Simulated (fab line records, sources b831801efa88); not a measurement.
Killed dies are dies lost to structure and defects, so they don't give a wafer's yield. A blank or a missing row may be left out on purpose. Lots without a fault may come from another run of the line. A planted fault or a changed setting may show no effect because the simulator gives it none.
Which tool did it? | flow gf180mcu | 13 lots, 38 wafers sampled, at 6 steps of a route of 602

WHAT THE GAUGES READ, wafer by wafer
GF_PSD_RS_MEAS_14: measures by four-point-probe.
lot  | measured     | on            | NSD_RS (ohm/sq)
L662 | day 14 18:19 | film_metro-02 | 46.17 46.04 46.15
L663 | day 15 06:06 | film_metro-04 | 46.15 46.05 46.12
L667 | day 15 18:45 | film_metro-04 | 46.20 46.21 46.16
L666 | day 15 22:48 | film_metro-02 | 46.20 46.28 46.16
L670 | day 17 00:34 | film_metro-01 | 46.26 47.22 47.30 46.41 47.20 47.26
L672 | day 17 20:06 | film_metro-01 | 46.22 47.21 46.22 47.19
L678 | day 19 21:08 | film_metro-02 | 46.00 46.19 46.18
L679 | day 20 09:02 | film_metro-02 | 46.13 46.19 46.19
L681 | day 21 00:46 | film_metro-02 | 46.05 46.21 46.03
L682 | day 21 07:29 | film_metro-04 | 45.98 46.07 46.05
L683 | day 21 17:20 | film_metro-01 | 46.12 46.22 46.09
L684 | day 21 21:48 | film_metro-01 | 46.27 46.28 46.28
L685 | day 22 06:18 | film_metro-01 | 46.27 46.19 46.15

GF_PSD_RS_MEAS_15: measures by four-point-probe.
lot  | measured     | on            | PSD_RS (ohm/sq)
L662 | day 14 18:26 | film_metro-02 | 108.66 108.23 108.87
L663 | day 15 06:13 | film_metro-04 | 108.52 108.26 108.65
L667 | day 15 18:52 | film_metro-04 | 108.91 108.74 108.80
L666 | day 15 22:55 | film_metro-02 | 108.45 108.74 108.79
L670 | day 17 05:49 | film_metro-01 | 108.96 111.74 111.41 108.90 111.67 111.57
L672 | day 17 22:43 | film_metro-01 | 108.81 111.75 108.86 111.70
L678 | day 19 21:16 | film_metro-02 | 108.35 108.49 108.44
L679 | day 20 09:09 | film_metro-02 | 108.87 108.53 108.19
L681 | day 21 00:53 | film_metro-02 | 108.34 108.26 108.26
L682 | day 21 07:36 | film_metro-04 | 108.35 108.35 108.14
L683 | day 21 17:27 | film_metro-01 | 108.40 108.34 108.47
L684 | day 21 21:55 | film_metro-01 | 108.92 109.05 108.81
L685 | day 22 06:25 | film_metro-01 | 108.96 108.78 109.00

GF_M2_CD_MEAS_14: target cd 280 nm.
lot  | measured     | on        | cd_nm (nm)
L662 | day 19 18:42 | cd_sem-01 | 280.7 280.1 280.2
L663 | day 20 06:55 | cd_sem-02 | 281.1 280.8 280.7
L667 | day 20 22:21 | cd_sem-01 | 279.5 279.5 280.2
L666 | day 21 02:02 | cd_sem-01 | 278.5 278.1 278.9
L670 | day 22 05:51 | cd_sem-01 | 282.6 281.5 281.5
L672 | day 23 03:43 | cd_sem-02 | 281.0 279.4
L678 | day 24 23:44 | cd_sem-01 | 279.6 280.3 278.9
L679 | day 25 10:52 | cd_sem-01 | 282.0 281.7 281.1
L681 | day 26 01:02 | cd_sem-02 | 280.2 279.5 279.7
L682 | day 26 05:56 | cd_sem-02 | 281.5 283.2 281.5
L683 | day 26 14:44 | cd_sem-02 | 278.8 280.2 279.0
L684 | day 26 19:40 | cd_sem-01 | 280.8 279.6 279.9
L685 | day 27 01:47 | cd_sem-01 | 279.2 278.6 277.8

GF_M3_THK_MEAS_06: measures by xrf.
lot  | measured     | on            | M3_ALCU_THK (nm)
L662 | day 20 22:18 | film_metro-01 | 449 447 443
L663 | day 21 10:40 | film_metro-02 | 438 445 441
L667 | day 22 02:16 | film_metro-01 | 444 440 444
L666 | day 22 05:53 | film_metro-01 | 438 441 438
L670 | day 23 08:55 | film_metro-02 | 443 441 443
L672 | day 24 06:03 | film_metro-04 | 448 452
L678 | day 26 00:15 | film_metro-01 | 441 433 443
L679 | day 26 10:58 | film_metro-01 | 439 443 438
L681 | day 27 01:14 | film_metro-04 | 437 435 445
L682 | day 27 05:30 | film_metro-04 | 434 438 437
L683 | day 27 17:54 | film_metro-04 | 441 438 445
L684 | day 27 19:11 | film_metro-04 | 438 434 433
L685 | day 28 00:19 | film_metro-04 | 451 448 445

GF_V3_OVL_MEAS_15.
lot  | measured     | on         | V3_OVL (nm)
L662 | day 22 22:43 | overlay-02 | -6 3 -1
L663 | day 23 11:10 | overlay-02 | 3 -1 -7
L667 | day 24 01:01 | overlay-01 | 4 7 11
L666 | day 24 05:16 | overlay-01 | 8 2 4
L670 | day 25 06:13 | overlay-01 | 1 2 0
L672 | day 26 01:19 | overlay-02 | -3 -2
L678 | day 27 17:09 | overlay-01 | -8 2 -6
L679 | day 28 02:34 | overlay-02 | 5 12 4
L681 | day 28 17:34 | overlay-02 | -12 2 -2
L682 | day 28 20:46 | overlay-02 | -7 -1 5
L683 | day 29 09:22 | overlay-02 | 2 5 -6
L684 | day 29 11:58 | overlay-01 | 0 -7 3
L685 | day 29 16:09 | overlay-01 | 3 11 3

WHICH TOOL RAN EACH LOT (tool, then ch and the chambers of the sampled wafers, then the start)
lot  | GF_PSD_RTA_13
L662 | rtp_anneal-02 ch 0, day 14 18:13
L663 | rtp_anneal-01 ch 0, day 15 06:01
L667 | rtp_anneal-01 ch 0, day 15 18:40
L666 | rtp_anneal-02 ch 0, day 15 22:43
L670 | rtp_anneal-02 ch 0, day 17 00:29
L672 | rtp_anneal-02 ch 0, day 17 20:01
L678 | rtp_anneal-01 ch 0, day 19 21:03
L679 | rtp_anneal-02 ch 0, day 20 08:56
L681 | rtp_anneal-01 ch 0, day 21 00:41
L682 | rtp_anneal-01 ch 0, day 21 07:24
L683 | rtp_anneal-02 ch 0, day 21 17:15
L684 | rtp_anneal-01 ch 0, day 21 21:43
L685 | rtp_anneal-01 ch 0, day 22 06:13
- GF_PSD_RTA_13: time 20 s.

WHAT THE TOOLS THEMSELVES READ (means of the sampled wafers that have a number; where no wafer has one, the mark that the record gives instead)
GF_PSD_RTA_13.
lot  | tool          | lamp_power_pct (%) | run_length_s (s) | wafer_temp_C_max
L662 | rtp_anneal-02 | 33.8               | 48.30            | 1031.4
L663 | rtp_anneal-01 | 34.8               | 48.82            | 1030.6
L667 | rtp_anneal-01 | 34.9               | 48.56            | 1031.7
L666 | rtp_anneal-02 | 33.7               | 48.21            | 1032.2
L670 | rtp_anneal-02 | 33.7               | 45.83            | 1032.5
L672 | rtp_anneal-02 | 33.7               | 46.42            | 1032.4
L678 | rtp_anneal-01 | 34.8               | 48.54            | 1030.9
L679 | rtp_anneal-02 | 33.7               | 48.18            | 1033.1
L681 | rtp_anneal-01 | 34.8               | 48.66            | 1029.5
L682 | rtp_anneal-01 | 34.8               | 48.41            | 1030.1
L683 | rtp_anneal-02 | 33.7               | 48.34            | 1031.6
L684 | rtp_anneal-01 | 34.9               | 48.42            | 1030.6
L685 | rtp_anneal-01 | 34.9               | 48.46            | 1029.7

THE ANSWER, worked out from the rows above alone
Rule: what is usual is taken from the lots themselves. Put in order of their means at a reading, lots are off if they are a third of the lots or fewer, leave a main group of 4 or more, and stand apart from it by a gap of 3 or more times the standard deviation of the main group's means; of several such gaps the widest counts. A main group whose means are all the same, to the digits that the tables above print for the reading, isn't used. A lot without any number at a reading at which 4 lots or more have one is off too. The other lots that the step has rows for count as sound. The gauges are gone through in route order, then the tools' own readings, and for those a lot's mean is taken as printed above. The first step at which some lot is off is used, and at that step the reading that is off furthest; a lot without a number counts as furthest.
Off: L670, L672, at GF_PSD_RS_MEAS_14 (NSD_RS). The main group: mean 46.15 ohm/sq, standard deviation 0.064.
A tool fits if, at a process step before that reading, it ran every lot that is off, and no sound lot after the first of them. The gauges at GF_PSD_RS_MEAS_14 aren't tried: what is off there is off at GF_PSD_RTA_13 too, on other tools, and a gauge's error can't cause that. None of those tried fits.

WHAT THE SIMULATOR HAD PUT IN
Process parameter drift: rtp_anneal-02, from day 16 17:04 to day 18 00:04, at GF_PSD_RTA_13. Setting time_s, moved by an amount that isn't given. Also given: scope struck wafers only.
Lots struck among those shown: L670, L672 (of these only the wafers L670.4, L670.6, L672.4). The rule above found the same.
